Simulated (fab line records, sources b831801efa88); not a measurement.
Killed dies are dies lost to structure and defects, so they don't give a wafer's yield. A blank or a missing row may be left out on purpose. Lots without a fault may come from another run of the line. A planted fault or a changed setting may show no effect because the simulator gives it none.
fab line records | flow sfq_line
record lots=7 wafers=21 last_day=91
route steps=325 shown JJ@189 M5@198 A5B@209 R5@212 I5@228 M8@325
lots that met no fault: from a run of the same line without faults
start_h: hours from the record's first day to the start of the lot's first wafer shown | wait_h: hours since the lot's step before | " the same as in the row above | L1.1+2: a row that stands for several wafers | - no value, or no start given | * or withheld: withheld | < > ~ a bound
route shown NAME@n: a module of which the file shows steps, and the number in the route of the first | usual: mean/standard deviation of fault-free wafers | same: alike in all rows | chamber/n: place in a boat | sites: the reading at each site | _std_site: their standard deviation | _edge_site: outer sites' mean less inner sites' | radius_mm: how far each site lies from the wafer's centre | mask NAME#n: copy n | behind: the tool/chamber that last shaped the wafer | hold: why the lot was held/for how many hours/how that ended | device: the transistor (n, p or np) that didn't switch | end of line: the same wafers' tests at the end of the route | a step without rows: its recipe alone | killed: dies lost to structure and defects at the first sort, not the wafer's yield | map: a wafer's dies, x killed, . not, _ none there
set.NAME: the setting as run; set.NAME@STEP: as run at that earlier step | model.NAME: the simulator's own value behind a step, which no gauge read
lots at some steps of the route; a table a step, a row a wafer
services: from which hour (start_h, from the record's first day; less than 0 if before it) a tool's chamber was out of use, for how many hours, and why
## steps
# step SFQ_TRILAYER_JJ_CE_LITHO_PEB_117
# recipe peb_temp_c=115 peb_time_s=60 resist=KrF
# step SFQ_TRILAYER_JJ_CE_LITHO_DEVELOP_116
# recipe time_s=60 resist=KrF
# step SFQ_JJ_OVL_MEAS_931
# usual J5_OVL=1/4.8
# columns lot.wafer tool chamber start_h wait_h J5_OVL[nm]
L199.1 overlay-01 - 1228.76 0.1 6
L199.2 " - " " 4
L199.3 " - " " 6
L200.2 overlay-02 - 1231.29 0.1 1
L200.3 " - " " 3
L200.5 " - " " 5
L206.3 overlay-01 - 1321.64 0.1 4
L206.5 " - " " 1
L206.6 " - " " -8
L213.2 overlay-01 - 1352.57 0.1 -6
L213.3 " - " " 1
L213.5 " - " " 3
L214.3 overlay-01 - 1367.04 0.1 4
L214.5 " - " " -4
L214.6 " - " " -7
L215.1 overlay-01 - 1377.83 0.1 2
L215.5 " - " " -1
L215.6 " - " " -2
L218.2 overlay-02 - 1491.65 0.1 2
L218.3 " - " " 6
L218.4 " - " " 9
# step SFQ_TRILAYER_JJ_CE_METRO_MEASURE_117
# step SFQ_TRILAYER_JJ_CE_BARC_OPEN_RIE_150
# recipe mask_material=PR chemistry=O2 target_depth_nm=240 target=BARC icp_w=600 bias_w=80 pressure_mtorr=10 time_s=80
# step SFQ_TRILAYER_JJ_CE_ETCH_RIE_118
# recipe target=Nb stop_on=Al2O3 mask_material=PR taper_deg=13.257 over_etch_frac=0.15 time_s=97.7 chemistry=SF6 target_depth_nm=170 icp_w=600 bias_w=80 pressure_mtorr=10
# step SFQ_TRILAYER_JJ_ANODIZE_ANODIZE_119
# recipe current_density_ma_cm2=withheld end_current_density_ma_cm2=withheld bath_temp_c=withheld
# step SFQ_TRILAYER_JJ_CE_STRIP_STRIP_120
# recipe gas=O2 power_w=200 platen_temp_c=40 overash_fraction=0.65 chemistry=O2 pressure_mtorr=50
# step SFQ_TRILAYER_JJ_CE_STRIP_SOLV_CLEAN_121
# recipe chemistry=NMP temp_c=70 time_s=600
# step SFQ_TRILAYER_M5_LITHO_COAT_128
# recipe resist=BARC spin_rpm=3000 resist_thk_nm=62
# step SFQ_TRILAYER_M5_LITHO_COAT_123
# recipe resist=KrF spin_rpm=3000 resist_thk_nm=600
# step SFQ_TRILAYER_M5_LITHO_SOFTBAKE_127
# recipe temp_c=withheld time_s=withheld resist=KrF
# step SFQ_TRILAYER_M5_LITHO_EXPOSE_124
# recipe mask_id=M5 na=0.6 source_shape=conventional sigma_outer=0.65 target_cd_nm=700 dose_mj=14.4
# columns lot.wafer tool chamber start_h wait_h mask
L199.1+2+3 krf_scanner-02 0 1365.42 - M5#0
L200.2+3+5 krf_scanner-02 0 1368.02 - M5#0
L206.3+5+6 krf_scanner-01 0 1434.97 - M5#0
L213.2+3+5 krf_scanner-01 0 1461.42 - M5#0
L214.3+5+6 krf_scanner-01 0 1471.22 - M5#0
L215.1+5+6 krf_scanner-01 0 1485.22 - M5#0
L218.2+3+4 krf_scanner-02 0 1506.80 - M5#0
# step SFQ_TRILAYER_M5_LITHO_PEB_126
# recipe peb_temp_c=115 peb_time_s=60 resist=KrF
# step SFQ_TRILAYER_M5_LITHO_DEVELOP_125
# recipe time_s=60 resist=KrF
# step SFQ_M5_OVL_MEAS_932
# usual M5_OVL=0/4.9
# columns lot.wafer tool chamber start_h wait_h M5_OVL[nm]
L199.1 overlay-02 - 1366.92 0.1 2
L199.2 " - " " -2
L199.3 " - " " 7
L200.2 overlay-02 - 1369.33 0.1 4
L200.3 " - " " -12
L200.5 " - " " 3
L206.3 overlay-02 - 1436.08 0.1 4
L206.5 " - " " 10
L206.6 " - " " 4
L213.2 overlay-01 - 1462.73 0.1 0
L213.3 " - " " -4
L213.5 " - " " -7
L214.3 overlay-02 - 1472.33 0.1 1
L214.5 " - " " -2
L214.6 " - " " -1
L215.1 overlay-02 - 1486.72 0.1 0
L215.5 " - " " 7
L215.6 " - " " 3
L218.2 overlay-01 - 1508.11 0.1 -11
L218.3 " - " " -5
L218.4 " - " " -10
# step SFQ_TRILAYER_M5_BARC_OPEN_METAL_ETCH_161
# recipe mask_material=PR chemistry=O2 target_depth_nm=125 target=BARC icp_w=600 bias_w=80 pressure_mtorr=10 time_s=41.7
# usual drypump_motor_current_A=5.6/0.55 oes_product_au=0.685/0.005
# columns lot.wafer tool chamber start_h wait_h drypump_motor_current_A oes_product_au rf_hours_counter_h model.M5.cd_nm
L199.1 rie_metal-03 0 1366.96 0.0 5.5 0.692 24 699.4
L199.2 " 1 " " 5.3 0.689 138 699.4
L199.3 " 0 " " 5.5 0.686 - 700.3
L200.2 rie_metal-03 0 1369.36 0.0 5.5 0.681 25 702.6
L200.3 " 0 " " 5.5 0.682 - 700.5
L200.5 " 1 " " 5.2 0.683 - 701.4
L206.3 rie_metal-01 0 1436.13 0.0 5.5 0.687 - 699.7
L206.5 " 1 " " 6.6 0.678 - 701.5
L206.6 " 0 " " 5.5 0.687 - 699.6
L213.2 rie_metal-03 0 1462.76 0.0 5.5 0.689 39 686.7
L213.3 " 1 " " 5.2 0.685 - 685.9
L213.5 " 1 " " 5.3 0.686 - 675.6
L214.3 rie_metal-02 0 1472.38 0.0 6.3 0.684 - 688.2
L214.5 " 0 " " 6.3 0.677 - 689.3
L214.6 " 1 " " 5.1 0.679 - 691
L215.1 rie_metal-01 0 1486.76 0.0 5.5 0.695 6 691.4
L215.5 " 1 " " 6.6 0.679 - 676.8
L215.6 " 0 " " 5.5 0.679 - 685.8
L218.2 rie_metal-01 1 1508.14 0.0 6.5 0.684 72 700.1
L218.3 " 1 " " 6.5 0.689 - 697.8
L218.4 " 0 " " 5.5 0.687 - 698.5
# step SFQ_TRILAYER_M5_ETCH_METAL_ETCH_126
# recipe target=Nb stop_on=SiO2 mask_material=PR over_etch_frac=0.15 time_s=203.2 chemistry=Cl2/BCl3 target_depth_nm=265 icp_w=600 bias_w=80 pressure_mtorr=10
# usual drypump_motor_current_A=5.6/0.55 oes_product_au=0.730/0.0059
# columns lot.wafer tool chamber start_h wait_h drypump_motor_current_A oes_product_au rf_hours_counter_h model.M5.cd_nm
L199.1 rie_metal-03 0 1367.02 0.0 5.5 0.736 24 698.9
L199.2 " 1 " " 5.2 0.726 138 697.5
L199.3 " 0 " " 5.5 0.739 - 699.4
L200.2 rie_metal-03 0 1369.42 0.0 5.5 0.731 25 703
L200.3 " 0 " " 5.5 0.732 - 699
L200.5 " 1 " " 5.2 0.733 - 698.6
L206.3 rie_metal-01 0 1436.23 0.1 5.5 0.733 - 698
L206.5 " 1 " " 6.6 0.730 - 701.4
L206.6 " 0 " " 5.5 0.726 - 696.6
L213.2 rie_metal-03 0 1462.82 0.0 5.5 0.733 40 685
L213.3 " 1 " " 5.2 0.722 - 686
L213.5 " 1 " " 5.2 0.733 - 675.9
L214.3 rie_metal-02 0 1472.48 0.1 6.3 0.724 - 689.9
L214.5 " 0 " " 6.3 0.729 - 691.8
L214.6 " 1 " " 5.1 0.730 - 690.7
L215.1 rie_metal-01 0 1486.82 0.0 5.5 0.716 7 689.7
L215.5 " 1 " " 6.6 0.720 - 675.8
L215.6 " 0 " " 5.5 0.729 - 685.1
L218.2 rie_metal-01 1 1508.20 0.0 6.6 0.734 72 701.2
L218.3 " 1 " " 6.5 0.735 - 698.1
L218.4 " 0 " " 5.5 0.724 - 699.3
# step SFQ_TRILAYER_M5_STRIP_STRIP_127
# recipe gas=O2 power_w=200 platen_temp_c=40 overash_fraction=0.65 chemistry=O2 pressure_mtorr=50
# step SFQ_TRILAYER_M5_STRIP_SOLV_CLEAN_128
# recipe chemistry=NMP temp_c=70 time_s=600
# step SFQ_TRILAYER_A5B_DEP_PECVD_129
# recipe material=SiO2 temp_c=150 time_s=133.33 pressure_torr=2.4 rf_w=185.5 precursor=SiH4/N2O target_thk_nm=600
# step SFQ_TRILAYER_A5B_CMP_CMP_130
# recipe stop_on=Nb down_force_psi=3 platen_rpm=60 target_thk_nm=340.7
# step SFQ_TRILAYER_A5B_METRO_MEASURE_131
# usual thk_nm=344/5.7
# columns lot.wafer tool chamber start_h wait_h thk_nm
L199.1 film_metro-02 - 1373.03 2.5 329
L199.2 " - " " 332
L199.3 " - " " 338
L200.2 film_metro-02 - 1376.46 1.3 340
L200.3 " - " " 333
L200.5 " - " " 341
L206.3 film_metro-03 - 1440.63 1.9 336
L206.5 " - " " 348
L206.6 " - " " 339
L213.2 film_metro-03 - 1467.12 1.7 336
L213.3 " - " " 339
L213.5 " - " " 335
L214.3 film_metro-04 - 1476.88 1.9 344
L214.5 " - " " 342
L214.6 " - " " 349
L215.1 film_metro-03 - 1491.02 2.5 338
L215.5 " - " " 347
L215.6 " - " " 345
L218.2 film_metro-03 - 1512.46 2.7 349
L218.3 " - " " 342
L218.4 " - " " 358
# step SFQ_TRILAYER_R5_DEP_SPUTTER_132
# recipe material=Ti base_pressure_pa=1.33e-06 target_thk_nm=5 power_w=2000 time_s=5 chamber_pressure_pa=0.4
# step SFQ_TRILAYER_R5_DEP_SPUTTER_133
# recipe material=MoNx base_pressure_pa=1.33e-06 target_thk_nm=40 power_w=1000 time_s=66.7 chamber_pressure_pa=0.4
# usual throttle_valve_pct=30.9/0.76
# columns lot.wafer tool chamber start_h wait_h throttle_valve_pct
L199.1 pvd_sputter-06 - 1374.24 0.0 29.8
L199.2 " - " " 31.0
L199.3 " - " " 29.9
L200.2 pvd_sputter-05 - 1377.48 0.0 32.0
L200.3 " - " " 31.7
L200.5 " - " " 32.0
L206.3 pvd_sputter-03 - 1441.45 0.0 31.1
L206.5 " - " " 31.0
L206.6 " - " " 30.4
L213.2 pvd_sputter-06 - 1468.14 0.0 31.0
L213.3 " - " " 29.5
L213.5 " - " " 30.8
L214.3 pvd_sputter-05 - 1477.70 0.0 31.9
L214.5 " - " " 31.6
L214.6 " - " " 31.0
L215.1 pvd_sputter-03 - 1492.24 0.0 31.5
L215.5 " - " " 31.1
L215.6 " - " " 31.0
L218.2 pvd_sputter-03 - 1513.48 0.0 30.9
L218.3 " - " " 30.4
L218.4 " - " " 31.3
# step SFQ_TRILAYER_R5_DEP_SPUTTER_134
# recipe material=Ti base_pressure_pa=1.33e-06 target_thk_nm=5 power_w=2000 time_s=5 chamber_pressure_pa=0.4
# usual throttle_valve_pct=30.9/0.75
# columns lot.wafer tool chamber start_h wait_h throttle_valve_pct
L199.1 pvd_sputter-06 - 1374.30 0.0 29.9
L199.2 " - " " 30.9
L199.3 " - " " 29.8
L200.2 pvd_sputter-05 - 1377.53 0.0 31.9
L200.3 " - " " 31.4
L200.5 " - " " 31.9
L206.3 pvd_sputter-03 - 1441.50 0.0 31.0
L206.5 " - " " 31.0
L206.6 " - " " 30.3
L213.2 pvd_sputter-06 - 1468.20 0.0 31.0
L213.3 " - " " 29.7
L213.5 " - " " 30.9
L214.3 pvd_sputter-05 - 1477.75 0.0 31.6
L214.5 " - " " 31.7
L214.6 " - " " 30.8
L215.1 pvd_sputter-03 - 1492.29 0.0 30.9
L215.5 " - " " 31.1
L215.6 " - " " 31.1
L218.2 pvd_sputter-03 - 1513.53 0.0 30.9
L218.3 " - " " 30.4
L218.4 " - " " 31.2
# step SFQ_R5_RS_MEAS_933
# recipe thk_meas_gauge=four-point-probe reads=Ti_of_TRILAYER_R5_DEP_SPUTTER_134+MoNx_of_TRILAYER_R5_DEP_SPUTTER_133+Ti_of_TRILAYER_R5_DEP_SPUTTER_132
# usual R5_MONX_RS=7.04/0.084
# columns lot.wafer tool chamber start_h wait_h R5_MONX_RS[ohm/sq]
L199.1 film_metro-01 - 1374.32 0.0 7.04
L199.2 " - " " 6.90
L199.3 " - " " 6.97
L200.2 film_metro-04 - 1377.57 0.0 7.09
L200.3 " - " " 7.03
L200.5 " - " " 7.06
L206.3 film_metro-04 - 1441.56 0.0 7.02
L206.5 " - " " 6.89
L206.6 " - " " 6.89
L213.2 film_metro-04 - 1468.24 0.0 7.05
L213.3 " - " " 7.09
L213.5 " - " " 7.12
L214.3 film_metro-01 - 1477.81 0.0 7.02
L214.5 " - " " 6.97
L214.6 " - " " 7.03
L215.1 film_metro-04 - 1492.31 0.0 7.02
L215.5 " - " " 7.03
L215.6 " - " " 7.06
L218.2 film_metro-01 - 1513.57 0.0 6.96
L218.3 " - " " 6.89
L218.4 " - " " 6.95
# step SFQ_R5_THK_MEAS_934
# recipe thk_meas_gauge=xrf reads=MoNx_of_TRILAYER_R5_DEP_SPUTTER_133
# usual R5_MONX_THK=39.9/0.48
# columns lot.wafer tool chamber start_h wait_h R5_MONX_THK[nm]
L199.1 film_metro-01 - 1374.44 0.1 39.7
L199.2 " - " " 40.4
L199.3 " - " " 39.9
L200.2 film_metro-04 - 1377.68 0.1 39.8
L200.3 " - " " 39.8
L200.5 " - " " 40.1
L206.3 film_metro-04 - 1441.66 0.1 40.0
L206.5 " - " " 40.9
L206.6 " - " " 40.7
L213.2 film_metro-04 - 1468.35 0.1 39.6
L213.3 " - " " 39.2
L213.5 " - " " 39.2
L214.3 film_metro-01 - 1477.91 0.1 39.7
L214.5 " - " " 40.6
L214.6 " - " " 40.1
L215.1 film_metro-04 - 1492.43 0.1 39.9
L215.5 " - " " 39.8
L215.6 " - " " 39.7
L218.2 film_metro-01 - 1513.68 0.1 40.2
L218.3 " - " " 40.5
L218.4 " - " " 40.1
# step SFQ_TRILAYER_R5_LITHO_COAT_141
# recipe resist=BARC spin_rpm=3000 resist_thk_nm=62
# step SFQ_TRILAYER_R5_LITHO_COAT_136
# recipe resist=KrF spin_rpm=3000 resist_thk_nm=600
# step SFQ_TRILAYER_R5_LITHO_SOFTBAKE_140
# recipe temp_c=withheld time_s=withheld resist=KrF
# step SFQ_TRILAYER_R5_LITHO_EXPOSE_137
# recipe mask_id=R5 na=0.6 source_shape=conventional sigma_outer=0.65 target_cd_nm=500 dose_mj=14.4
# step SFQ_TRILAYER_R5_LITHO_PEB_139
# recipe peb_temp_c=115.4 peb_time_s=60 resist=KrF
# step SFQ_TRILAYER_R5_LITHO_DEVELOP_138
# recipe time_s=60 resist=KrF
# step SFQ_R5_OVL_MEAS_935
# usual R5_OVL=1/5.4
# columns lot.wafer tool chamber start_h wait_h R5_OVL[nm]
L199.1 overlay-01 - 1478.32 0.1 -3
L199.2 " - " " -6
L199.3 " - " " 0
L200.2 overlay-01 - 1481.93 0.1 2
L200.3 " - " " -2
L200.5 " - " " 5
L206.3 overlay-02 - 1561.16 0.1 -3
L206.5 " - " " 2
L206.6 " - " " -1
L213.2 overlay-01 - 1588.59 0.1 8
L213.3 " - " " 4
L213.5 " - " " 5
L214.3 overlay-01 - 1597.00 0.1 0
L214.5 " - " " 2
L214.6 " - " " 1
L215.1 overlay-01 - 1612.59 0.1 7
L215.5 " - " " 4
L215.6 " - " " 7
L218.2 overlay-01 - 1630.64 0.1 -4
L218.3 " - " " -3
L218.4 " - " " -2
# step SFQ_TRILAYER_R5_BARC_OPEN_METAL_ETCH_177
# recipe mask_material=PR chemistry=O2 target_depth_nm=125 target=BARC icp_w=600 bias_w=80 pressure_mtorr=10 time_s=41.7
# step SFQ_TRILAYER_R5_ETCH_METAL_ETCH_139
# recipe stop_on=SiO2 mask_material=PR chemistry=Cl2 target_depth_nm=60 icp_w=600 bias_w=80 pressure_mtorr=10 time_s=40
# usual drypump_motor_current_A=5.7/0.51 oes_product_au=0.991/0.0075
# columns lot.wafer tool chamber start_h wait_h drypump_motor_current_A oes_product_au rf_hours_counter_h
L199.1 rie_metal-02 0 1478.42 0.0 6.3 0.983 105
L199.2 " 1 " " 5.1 0.990 45
L199.3 " 0 " " 6.3 0.990 -
L200.2 rie_metal-02 1 1482.02 0.0 5.1 0.988 46
L200.3 " 0 " " 6.3 0.985 -
L200.5 " 1 " " 5.1 0.995 -
L206.3 rie_metal-03 0 1561.27 0.0 5.5 0.992 -
L206.5 " 0 " " 5.5 0.994 -
L206.6 " 1 " " 5.2 0.977 -
L213.2 rie_metal-02 1 1588.76 0.1 5.1 0.994 -
L213.3 " 1 " " 5.1 0.990 -
L213.5 " 1 " " 5.0 0.979 -
L214.3 rie_metal-03 0 1597.13 0.1 5.5 0.988 -
L214.5 " 0 " " 5.5 0.996 -
L214.6 " 1 " " 5.2 0.983 -
L215.1 rie_metal-04 1 1612.68 0.0 6.2 0.994 26
L215.5 " 0 " " 6.2 0.990 -
L215.6 " 1 " " 6.2 0.998 -
L218.2 rie_metal-04 0 1630.73 0.0 6.2 0.998 103
L218.3 " 1 " " 6.2 0.997 -
L218.4 " 0 " " 6.2 0.990 -
# step SFQ_TRILAYER_R5_STRIP_STRIP_140
# recipe gas=O2 power_w=200 platen_temp_c=40 overash_fraction=0.65 chemistry=O2 pressure_mtorr=50
# usual drypump_motor_current_A=5.7/0.51 oes_product_au=1.002/0.0098 platen_temp_c=39.99/0.12
# columns lot.wafer tool chamber start_h wait_h drypump_motor_current_A oes_product_au platen_temp_c rf_hours_counter_h
L199.1 rie_metal-02 0 1478.48 0.0 6.3 1.002 39.98 105
L199.2 " 1 " " 5.1 1.017 39.87 45
L199.3 " 0 " " 6.3 1.007 39.90 -
L200.2 rie_metal-02 1 1482.08 0.0 5.1 0.992 39.92 46
L200.3 " 0 " " 6.3 0.996 39.91 -
L200.5 " 1 " " 5.1 1.012 39.80 -
L206.3 rie_metal-03 0 1561.51 0.2 5.5 0.996 40.12 -
L206.5 " 0 " " 5.5 1.015 40.15 -
L206.6 " 1 " " 5.2 0.994 39.87 -
L213.2 rie_metal-02 1 1589.06 0.3 5.1 1.013 40.11 -
L213.3 " 1 " " 5.0 1.007 40.01 -
L213.5 " 1 " " 5.1 0.996 40.14 -
L214.3 rie_metal-03 0 1597.45 0.3 5.5 0.997 39.87 -
L214.5 " 0 " " 5.5 0.990 39.99 -
L214.6 " 1 " " 5.3 0.984 39.96 -
L215.1 rie_metal-04 1 1612.74 0.0 6.2 1.004 39.93 26
L215.5 " 0 " " 6.2 1.002 39.91 -
L215.6 " 1 " " 6.2 1.009 39.92 -
L218.2 rie_metal-04 0 1630.79 0.0 6.2 1.004 40.14 103
L218.3 " 1 " " 6.2 0.998 39.62 -
L218.4 " 0 " " 6.2 1.012 40.01 -
# step SFQ_TRILAYER_R5_STRIP_SOLV_CLEAN_141
# recipe chemistry=NMP temp_c=70 time_s=600
# step SFQ_TRILAYER_A5C_DEP_PECVD_142
# recipe material=SiO2 temp_c=150 time_s=15.556 pressure_torr=2.4 rf_w=183.3 precursor=SiH4/N2O target_thk_nm=70
# step SFQ_TRILAYER_I5_LITHO_COAT_149
# recipe resist=BARC spin_rpm=3000 resist_thk_nm=62
# step SFQ_TRILAYER_I5_LITHO_COAT_144
# recipe resist=KrF spin_rpm=3000 resist_thk_nm=650
# step SFQ_M8_BOW_MEAS_951
# recipe mode=bow
# usual M8_BOW=6/11
# columns lot.wafer tool chamber start_h wait_h M8_BOW[um] model.etest.m5.ohm_um
L199.1 film_metro-02 - 1939.11 0.0 5 1.697
L199.2 " - " " 16 1.7
L199.3 " - " " 11 1.694
L200.2 film_metro-02 - 1940.33 0.0 -5 1.666
L200.3 " - " " 8 1.702
L200.5 " - " " -2 1.682
L206.3 film_metro-02 - 1998.07 0.0 21 1.686
L206.5 " - " " 15 1.685
L206.6 " - " " 14 1.696
L213.2 film_metro-04 - 2088.19 0.0 19 1.748
L213.3 " - " " 26 1.71
L213.5 " - " " 9 1.763
L214.3 film_metro-01 - 2094.06 0.0 14 1.739
L214.5 " - " " 18 1.732
L214.6 " - " " 19 1.717
L215.1 film_metro-02 - 2174.53 0.0 0 1.75
L215.5 " - " " 5 1.775
L215.6 " - " " 3 1.752
L218.2 film_metro-01 - 2184.17 0.0 17 1.677
L218.3 " - " " 14 1.692
L218.4 " - " " 19 1.703
## services
# columns tool chamber start_h hours kind
pvd_sputter-03 - 1344.19 18.3 repair
krf_scanner-01 - 1345.08 3.6 pm
rie_metal-02 0 1347.11 6.4 repair
krf_scanner-01 - 1350.09 0.6 repair
krf_scanner-01 - 1354.18 3.0 repair
rie_metal-01 - 1388.04 2.8 pm
rie_metal-02 - 1388.53 0.8 repair
rie_metal-03 - 1400.59 15.6 pm
pvd_sputter-05 - 1401.12 3.6 repair
krf_scanner-01 - 1407.32 1.0 pm
krf_scanner-01 - 1415.81 0.3 repair
film_metro-03 - 1423.66 0.7 pm
film_metro-03 - 1442.20 1.4 pm
krf_scanner-01 - 1445.37 1.3 pm
pvd_sputter-05 - 1466.95 3.4 repair
film_metro-03 - 1469.56 10.6 repair
pvd_sputter-03 - 1499.65 12.5 repair
rie_metal-01 - 1511.03 1.4 pm
rie_metal-03 0 1514.09 16.6 repair
rie_metal-02 0 1535.27 1.0 repair
rie_metal-02 - 1536.34 0.7 repair
rie_metal-01 0 1536.56 24.5 repair
rie_metal-02 0 1571.95 20.8 repair
rie_metal-02 - 1574.88 2.8 pm
## key
first_sign none at tools or gauges
model_effect step=SFQ_TRILAYER_M5_BARC_OPEN_METAL_ETCH_161 value=M5.cd_nm without=700.3 struck=685.6
model_effect step=SFQ_TRILAYER_M5_ETCH_METAL_ETCH_126 value=M5.cd_nm without=700.2 struck=685.6
model_effect step=SFQ_M8_BOW_MEAS_951 value=etest.m5.ohm_um without=1.707 struck=1.743
met_at SFQ_TRILAYER_M5_LITHO_EXPOSE_124
struck_wafers L213.2,L213.3,L213.5,L214.3,L214.5,L214.6,L215.1,L215.5,L215.6
onset_between 1434.97 1461.42
fault kind=process_parameter_drift tool=krf_scanner-01 chamber=- onset_h=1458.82 steps=SFQ_TRILAYER_M5_LITHO_EXPOSE_124 channel=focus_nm offset=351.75 spread_by_wafer=0.3 shape=step end_h=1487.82
